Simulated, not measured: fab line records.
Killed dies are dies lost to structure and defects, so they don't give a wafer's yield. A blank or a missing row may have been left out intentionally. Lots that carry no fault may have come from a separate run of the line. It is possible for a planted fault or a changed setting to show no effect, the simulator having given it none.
Matching of chambers | flow sky130 | SKY_LI_CONTACT_CMP_24 on cmp-02 has 4 sister chambers
The step polishes, stops on PSG, t overpolish 19.19 s, target thk 0 nm. 8 wafers are shown with their chamber, then 8 later ones without.

== EACH WAFER AND ITS CHAMBER ==
wafer  | chamber | motor current A (A) | time to endpoint s (s)
L268.1 | 2       | 10.9                | 98
L268.5 | 0       | 10.8                | 95
L269.1 | 1       | 9.1                 | 100
L269.2 | 2       | 11.5                | 92
L270.1 | 3       | 10.6                | 96
L270.4 | 0       | 11.4                | 98
L270.5 | 3       | 10.5                | 96
L279.3 | 1       | 8.7                 | 103

== WAFERS WITH NO CHAMBER GIVEN ==
wafer  | motor current A (A) | time to endpoint s (s)
L279.4 | 11.8                | 93
L279.6 | 11.0                | 97
L282.1 | 12.2                | 96
L282.3 | 9.1                 | 103
L282.5 | 10.5                | 95
L286.2 | 11.4                | 97
L286.4 | 9.3                 | 99
L286.5 | 10.7                | 92

== WHICH CHAMBER EACH WENT THROUGH ==
wafer  | from the rows above          | in truth
L279.4 | can't be placed: 2 or 0 or 3 | 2
L279.6 | can't be placed: 0 or 2 or 3 | 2
L282.1 | can't be placed: 2 or 0 or 3 | 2
L282.3 | 1                            | 1
L282.5 | can't be placed: 3 or 0 or 2 | 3
L286.2 | can't be placed: 0 or 2 or 3 | 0
L286.4 | 1                            | 1
L286.5 | can't be placed: 3 or 2 or 0 | 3
Placed correctly: 2 of 8. Not placeable from these rows: 6 (in 6, the candidates include the true chamber). Placed wrongly: 0.
How it was worked out, from the rows above alone: a wafer's distance from a chamber is the root of the sum, over the readings, of the square of ((its reading less the chamber's mean) divided by the reading's scatter). If the next closest chamber is less than 2 further off than the closest, the wafer can't be placed; otherwise it belongs to the closest. For every chamber, the mean is computed from those of its wafers that are shown. The scatter: the root of (the sum of the squares of (reading less its chamber's mean) over the shown wafers, divided by (wafers less chambers)).
